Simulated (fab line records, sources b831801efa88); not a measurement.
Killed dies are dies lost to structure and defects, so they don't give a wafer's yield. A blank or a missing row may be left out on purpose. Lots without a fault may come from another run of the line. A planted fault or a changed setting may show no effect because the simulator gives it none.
fab line records | flow gf180mcu
record lots=5 wafers=15 last_day=34
route steps=602 shown V4@500 MIM@503
lots that met no fault: from a run of the same line without faults
start_h: hours from the record's first day to the start of the lot's first wafer shown | wait_h: hours since the lot's step before | " the same as in the row above | L1.1+2: a row that stands for several wafers | - no value, or no start given | * or withheld: withheld | < > ~ a bound
route shown NAME@n: a module of which the file shows steps, and the number in the route of the first | usual: mean/standard deviation of fault-free wafers | same: alike in all rows | chamber/n: place in a boat | sites: the reading at each site | _std_site: their standard deviation | _edge_site: outer sites' mean less inner sites' | radius_mm: how far each site lies from the wafer's centre | mask NAME#n: copy n | behind: the tool/chamber that last shaped the wafer | hold: why the lot was held/for how many hours/how that ended | device: the transistor (n, p or np) that didn't switch | end of line: the same wafers' tests at the end of the route | a step without rows: its recipe alone | killed: dies lost to structure and defects at the first sort, not the wafer's yield | map: a wafer's dies, x killed, . not, _ none there
set.NAME: the setting as run; set.NAME@STEP: as run at that earlier step | model.NAME: the simulator's own value behind a step, which no gauge read
lots at some steps of the route; a table a step, a row a wafer
services: from which hour (start_h, from the record's first day; less than 0 if before it) a tool's chamber was out of use, for how many hours, and why
## steps
# step GF_V4_RS_MEAS_24
# recipe thk_meas_gauge=four-point-probe reads=W_of_V4_CVD_23+TiN_of_V4_SPUTTER_22+Ti_of_V4_SPUTTER_21
# usual V4_W_RS=0.327/0.0056
# columns lot.wafer tool chamber start_h wait_h V4_W_RS[ohm/sq]
L074.2 film_metro-04 - 560.85 0.1 0.325
L074.3 " - " " 0.329
L074.6 " - " " 0.326
L081.2 film_metro-04 - 626.56 0.1 0.329
L081.5 " - " " 0.329
L081.6 " - " " 0.324
L086.2 film_metro-02 - 659.61 0.1 0.335
L086.3 " - " " 0.332
L086.4 " - " " 0.331
L087.2 film_metro-02 - 667.51 0.1 0.314
L087.3 " - " " 0.314
L087.6 " - " " 0.312
L095.3 film_metro-01 - 719.00 0.1 0.333
L095.5 " - " " 0.336
L095.6 " - " " 0.331
# step GF_V4_THK_MEAS_25
# recipe thk_meas_gauge=xrf reads=W_of_V4_CVD_23
# usual V4_W_THK=367/8.3
# columns lot.wafer tool chamber start_h wait_h V4_W_THK[nm]
L074.2 film_metro-04 - 560.96 0.1 365
L074.3 " - " " 360
L074.6 " - " " 363
L081.2 film_metro-04 - 626.67 0.1 366
L081.5 " - " " 365
L081.6 " - " " 369
L086.2 film_metro-02 - 659.72 0.1 366
L086.3 " - " " 367
L086.4 " - " " 369
L087.2 film_metro-02 - 667.62 0.1 386
L087.3 " - " " 386
L087.6 " - " " 391
L095.3 film_metro-01 - 719.10 0.1 355
L095.5 " - " " 354
L095.6 " - " " 357
# step GF_V4_CMP_26
# recipe stop_on=SiO2 down_force_psi=3.5 platen_rpm=60 t_overpolish_s=15 target_thk_nm=0 pad_velocity_m_s=0.94248
# usual head_pressure_psi=3.499/0.0078 motor_current_A=11.7/0.95 overpolish_run_s=14.999/0.009 retaining_ring_pressure_frac=1.000/0.005 slurry_flow_ml_min=150.0/0.48 time_to_endpoint_s=85/3.6
# columns lot.wafer tool chamber start_h wait_h head_pressure_psi motor_current_A overpolish_run_s retaining_ring_pressure_frac slurry_flow_ml_min time_to_endpoint_s
L074.3 cmp-02 1 561.13 0.1 3.502 13.8 15.009 1.003 150.4 81
L074.2 " 2 " " 3.498 12.4 14.986 1.000 150.1 86
L074.6 " 3 " " 3.499 11.7 15.015 0.999 149.5 82
L081.2 cmp-02 3 626.74 0.1 3.501 10.4 15.012 1.002 150.3 83
L081.6 " 3 " " 3.508 11.7 15.006 1.005 150.6 85
L081.5 " 0 " " 3.502 11.1 15.008 1.006 149.3 80
L086.4 cmp-02 1 665.80 6.1 3.493 12.5 14.983 1.006 149.1 86
L086.3 " 2 " " 3.490 13.6 14.992 1.004 150.2 83
L086.2 " 0 " " 3.508 11.2 15.009 1.001 149.0 86
L087.3 cmp-02 0 670.90 3.3 3.497 11.0 15.000 1.000 149.8 93
L087.2 " 3 " " 3.493 10.9 14.993 0.995 150.4 93
L087.6 " 1 " " 3.503 12.6 15.003 1.000 149.9 88
L095.3 cmp-01 0 719.19 0.1 3.514 12.1 14.996 1.006 150.2 87
L095.5 " 3 " " 3.497 10.9 15.005 1.008 150.1 82
L095.6 " 0 " " 3.517 11.0 15.005 0.995 150.0 87
# step GF_MIM_SPUTTER_00
# recipe material=Ti target_thk_nm=37.5 arriving_ion_energy_ev=80 substrate_temp_c=200 chamber_pressure_pa=2 power_w=4000 time_s=150
# usual throttle_valve_pct=30.0/1.2
# columns lot.wafer tool chamber start_h wait_h throttle_valve_pct
L074.2 pvd_sputter-03 - 561.33 0.1 30.0
L074.3 " - " " 31.3
L074.6 " - " " 29.4
L081.2 pvd_sputter-01 - 627.04 0.2 29.6
L081.5 " - " " 30.2
L081.6 " - " " 29.7
L086.2 pvd_sputter-03 - 666.10 0.1 31.6
L086.3 " - " " 29.7
L086.4 " - " " 27.4
L087.2 pvd_sputter-03 - 671.20 0.1 29.5
L087.3 " - " " 30.3
L087.6 " - " " 30.4
L095.3 pvd_sputter-04 - 719.44 0.2 30.3
L095.5 " - " " 30.9
L095.6 " - " " 30.7
# step GF_MIM_SPUTTER_01
# recipe material=TiN target_thk_nm=30 power_w=6500 time_s=25 chamber_pressure_pa=0.4
# usual throttle_valve_pct=30.0/1.2
# columns lot.wafer tool chamber start_h wait_h throttle_valve_pct
L074.2 pvd_sputter-03 - 561.43 0.1 30.5
L074.3 " - " " 31.6
L074.6 " - " " 29.7
L081.2 pvd_sputter-01 - 627.14 0.1 29.6
L081.5 " - " " 29.7
L081.6 " - " " 29.5
L086.2 pvd_sputter-03 - 666.20 0.1 31.6
L086.3 " - " " 29.6
L086.4 " - " " 27.5
L087.2 pvd_sputter-03 - 671.30 0.1 29.7
L087.3 " - " " 30.5
L087.6 " - " " 30.5
L095.3 pvd_sputter-04 - 719.54 0.1 30.1
L095.5 " - " " 31.2
L095.6 " - " " 30.5
# step GF_MIM_SPUTTER_02
# recipe material=AlCu target_thk_nm=450 power_w=10600 time_s=23.9 chamber_pressure_pa=0.4
# usual throttle_valve_pct=30.0/1.2
# columns lot.wafer tool chamber start_h wait_h throttle_valve_pct
L074.2 pvd_sputter-03 - 561.46 0.0 30.4
L074.3 " - " " 31.5
L074.6 " - " " 29.4
L081.2 pvd_sputter-01 - 627.17 0.0 29.7
L081.5 " - " " 30.1
L081.6 " - " " 29.4
L086.2 pvd_sputter-03 - 666.23 0.0 31.7
L086.3 " - " " 29.8
L086.4 " - " " 27.1
L087.2 pvd_sputter-03 - 671.33 0.0 29.5
L087.3 " - " " 30.3
L087.6 " - " " 30.4
L095.3 pvd_sputter-04 - 719.57 0.0 30.3
L095.5 " - " " 31.0
L095.6 " - " " 30.7
# step GF_MIM_SPUTTER_03
# recipe material=Ti target_thk_nm=10 substrate_temp_c=300 chamber_pressure_pa=0.3 power_w=3000 time_s=6.7
# usual throttle_valve_pct=30.0/1.2
# columns lot.wafer tool chamber start_h wait_h throttle_valve_pct
L074.2 pvd_sputter-03 - 561.49 0.0 30.4
L074.3 " - " " 31.4
L074.6 " - " " 29.5
L081.2 pvd_sputter-01 - 627.20 0.0 29.6
L081.5 " - " " 30.1
L081.6 " - " " 29.5
L086.2 pvd_sputter-03 - 666.26 0.0 31.3
L086.3 " - " " 29.7
L086.4 " - " " 27.5
L087.2 pvd_sputter-03 - 671.36 0.0 29.7
L087.3 " - " " 30.2
L087.6 " - " " 30.4
L095.3 pvd_sputter-04 - 719.60 0.0 30.1
L095.5 " - " " 31.2
L095.6 " - " " 30.6
# step GF_MIM_SPUTTER_04
# recipe material=TiN target_thk_nm=50 power_w=6500 time_s=41.7 chamber_pressure_pa=0.4
# usual throttle_valve_pct=30.0/1.2
# columns lot.wafer tool chamber start_h wait_h throttle_valve_pct
L074.2 pvd_sputter-03 - 561.51 0.0 30.6
L074.3 " - " " 31.7
L074.6 " - " " 29.4
L081.2 pvd_sputter-01 - 627.22 0.0 29.5
L081.5 " - " " 29.9
L081.6 " - " " 29.7
L086.2 pvd_sputter-03 - 666.28 0.0 31.4
L086.3 " - " " 29.5
L086.4 " - " " 27.3
L087.2 pvd_sputter-03 - 671.38 0.0 29.8
L087.3 " - " " 30.1
L087.6 " - " " 30.3
L095.3 pvd_sputter-04 - 719.62 0.0 30.3
L095.5 " - " " 30.8
L095.6 " - " " 30.6
# step GF_MIM_CVD_05
# recipe material=Si3N4 target_thk_nm=42 temp_max_c=400 temp_c=385 time_s=29.086 rf_w=450
# usual heater_power_w=640/72 susceptor_temp_C=385.01/0.23
# columns lot.wafer tool chamber start_h wait_h heater_power_w susceptor_temp_C
L074.2 pecvd-03 2 561.55 0.0 707 384.85
L074.3 " 0 " " 547 385.10
L074.6 " 1 " " 483 384.91
L081.2 pecvd-03 1 627.26 0.0 576 385.06
L081.5 " 1 " " 604 384.65
L081.6 " 2 " " 792 385.54
L086.2 pecvd-01 0 666.32 0.0 577 384.89
L086.3 " 1 " " 686 384.85
L086.4 " 1 " " 689 385.17
L087.2 pecvd-03 0 671.42 0.0 642 384.72
L087.3 " 1 " " 590 385.20
L087.6 " 2 " " 743 384.99
L095.3 pecvd-01 0 719.66 0.0 615 384.92
L095.5 " 2 " " 651 384.81
L095.6 " 1 " " 664 384.80
# step GF_MIM_THK_MEAS_06
# recipe reads=Si3N4_of_MIM_CVD_05
# usual MIM_CVD_05_THK=42.2/0.52
# columns lot.wafer tool chamber start_h wait_h MIM_CVD_05_THK[nm]
L074.2 film_metro-03 - 561.59 0.0 41.6
L074.3 " - " " 42.2
L074.6 " - " " 42.5
L081.2 film_metro-04 - 627.30 0.0 41.4
L081.5 " - " " 42.8
L081.6 " - " " 42.8
L086.2 film_metro-03 - 666.37 0.0 42.2
L086.3 " - " " 42.2
L086.4 " - " " 43.1
L087.2 film_metro-04 - 671.47 0.0 42.4
L087.3 " - " " 41.8
L087.6 " - " " 42.6
L095.3 film_metro-04 - 719.72 0.0 42.2
L095.5 " - " " 42.2
L095.6 " - " " 42.9
# step GF_MIM_SPUTTER_07
# recipe material=TiN target_thk_nm=60 power_w=6500 time_s=50 chamber_pressure_pa=0.4
# usual throttle_valve_pct=30.0/1.1
# columns lot.wafer tool chamber start_h wait_h throttle_valve_pct
L074.2 pvd_sputter-01 - 561.64 0.0 31.8
L074.3 " - " " 29.1
L074.6 " - " " 31.8
L081.2 pvd_sputter-03 - 627.35 0.0 27.2
L081.5 " - " " 31.5
L081.6 " - " " 27.6
L086.2 pvd_sputter-01 - 666.42 0.0 31.9
L086.3 " - " " 30.2
L086.4 " - " " 29.7
L087.2 pvd_sputter-04 - 671.52 0.0 29.9
L087.3 " - " " 30.1
L087.6 " - " " 30.5
L095.3 pvd_sputter-03 - 719.76 0.0 29.6
L095.5 " - " " 29.5
L095.6 " - " " 30.3
# step GF_MIM_SPUTTER_08
# recipe material=AlCu target_thk_nm=200 power_w=10600 time_s=10.6 chamber_pressure_pa=0.4
# usual throttle_valve_pct=30.0/1.2
# columns lot.wafer tool chamber start_h wait_h throttle_valve_pct
L074.2 pvd_sputter-01 - 561.68 0.0 31.8
L074.3 " - " " 29.2
L074.6 " - " " 31.8
L081.2 pvd_sputter-03 - 627.40 0.0 27.8
L081.5 " - " " 31.5
L081.6 " - " " 27.3
L086.2 pvd_sputter-01 - 666.46 0.0 31.7
L086.3 " - " " 29.8
L086.4 " - " " 29.6
L087.2 pvd_sputter-04 - 671.56 0.0 30.3
L087.3 " - " " 30.3
L087.6 " - " " 30.7
L095.3 pvd_sputter-03 - 719.80 0.0 29.3
L095.5 " - " " 29.4
L095.6 " - " " 30.2
# step GF_MIM_SPUTTER_09
# recipe material=TiN target_thk_nm=35 power_w=6500 time_s=29.2 chamber_pressure_pa=0.4
# usual throttle_valve_pct=30.0/1.2
# columns lot.wafer tool chamber start_h wait_h throttle_valve_pct
L074.2 pvd_sputter-01 - 561.71 0.0 31.9
L074.3 " - " " 29.1
L074.6 " - " " 32.0
L081.2 pvd_sputter-03 - 627.42 0.0 27.3
L081.5 " - " " 31.5
L081.6 " - " " 27.6
L086.2 pvd_sputter-01 - 666.48 0.0 32.1
L086.3 " - " " 30.1
L086.4 " - " " 29.7
L087.2 pvd_sputter-04 - 671.58 0.0 30.0
L087.3 " - " " 30.0
L087.6 " - " " 30.5
L095.3 pvd_sputter-03 - 719.82 0.0 29.8
L095.5 " - " " 29.9
L095.6 " - " " 30.4
# step GF_MIM_RS_MEAS_10
# recipe thk_meas_gauge=four-point-probe reads=TiN_of_MIM_SPUTTER_09+AlCu_of_MIM_SPUTTER_08+TiN_of_MIM_SPUTTER_07
# usual MIM_ALCU_RS=0.1605/0.0015
# columns lot.wafer tool chamber start_h wait_h MIM_ALCU_RS[ohm/sq]
L074.2 film_metro-02 - 561.76 0.0 0.1620
L074.3 " - " " 0.1596
L074.6 " - " " 0.1607
L081.2 film_metro-04 - 627.47 0.0 0.1609
L081.5 " - " " 0.1618
L081.6 " - " " 0.1596
L086.2 film_metro-02 - 666.54 0.0 0.1582
L086.3 " - " " 0.1589
L086.4 " - " " 0.1583
L087.2 film_metro-04 - 671.64 0.0 0.1605
L087.3 " - " " 0.1612
L087.6 " - " " 0.1620
L095.3 film_metro-03 - 719.90 0.1 0.1595
L095.5 " - " " 0.1597
L095.6 " - " " 0.1585
# step GF_MIM_THK_MEAS_11
# recipe thk_meas_gauge=xrf reads=AlCu_of_MIM_SPUTTER_08
# usual MIM_ALCU_THK=198.8/2.2
# columns lot.wafer tool chamber start_h wait_h MIM_ALCU_THK[nm]
L074.2 film_metro-02 - 561.87 0.1 198.2
L074.3 " - " " 200.7
L074.6 " - " " 199.1
L081.2 film_metro-04 - 627.58 0.1 198.1
L081.5 " - " " 196.2
L081.6 " - " " 199.2
L086.2 film_metro-02 - 666.65 0.1 202.6
L086.3 " - " " 202.1
L086.4 " - " " 203.8
L087.2 film_metro-04 - 671.75 0.1 197.6
L087.3 " - " " 197.5
L087.6 " - " " 195.6
L095.3 film_metro-03 - 720.00 0.1 199.9
L095.5 " - " " 199.1
L095.6 " - " " 200.9
# step GF_MIM_DEHYDRATE_12
# recipe temp_c=200 time_s=60
# columns lot.wafer tool chamber start_h wait_h
L074.2+3+6 litho_track-01 0 572.10 10.2
L081.2+5+6 litho_track-04 0 636.98 9.4
L086.2+3+4 litho_track-03 0 673.24 6.6
L087.2+3+6 litho_track-01 0 679.55 7.8
L095.3+5+6 litho_track-03 0 728.86 8.9
# step GF_MIM_HMDS_13
# recipe prime_time_s=60 prime_temp_c=120
# columns lot.wafer tool chamber start_h wait_h
L074.2+3+6 litho_track-01 0 572.25 0.1
L081.2+5+6 litho_track-04 0 637.13 0.1
L086.2+3+4 litho_track-03 0 673.39 0.1
L087.2+3+6 litho_track-01 0 679.70 0.1
L095.3+5+6 litho_track-03 0 729.01 0.1
## services
# columns tool chamber start_h hours kind
pvd_sputter-03 - 544.46 2.8 repair
cmp-02 - 557.09 1.0 repair
cmp-01 - 559.21 3.0 pm
pvd_sputter-01 2 561.74 - consumable_replace:kit
cmp-01 - 572.00 4.0 pm
cmp-02 - 591.86 2.5 pm
pvd_sputter-03 - 607.55 1.1 repair
pvd_sputter-01 - 612.59 9.1 repair
cmp-01 - 616.97 56.3 repair
pvd_sputter-04 - 626.23 2.3 repair
pecvd-03 1 627.85 5.5 repair
pecvd-01 2 644.24 4.0 repair
cmp-01 - 646.14 0.3 repair
cmp-02 - 662.18 3.0 repair
pvd_sputter-04 - 664.57 0.5 repair
cmp-01 - 673.22 5.5 pm
pvd_sputter-01 - 675.05 0.6 repair
pvd_sputter-03 3 695.87 - consumable_replace:kit
pvd_sputter-03 3 695.87 18.0 scheduled_down
pvd_sputter-03 3 695.87 18.0 vent_cycle
cmp-01 - 706.33 0.9 repair
pvd_sputter-01 1 722.95 - consumable_replace:kit
pvd_sputter-01 1 722.95 18.0 scheduled_down
pvd_sputter-01 1 722.95 18.0 vent_cycle
## key
fault none
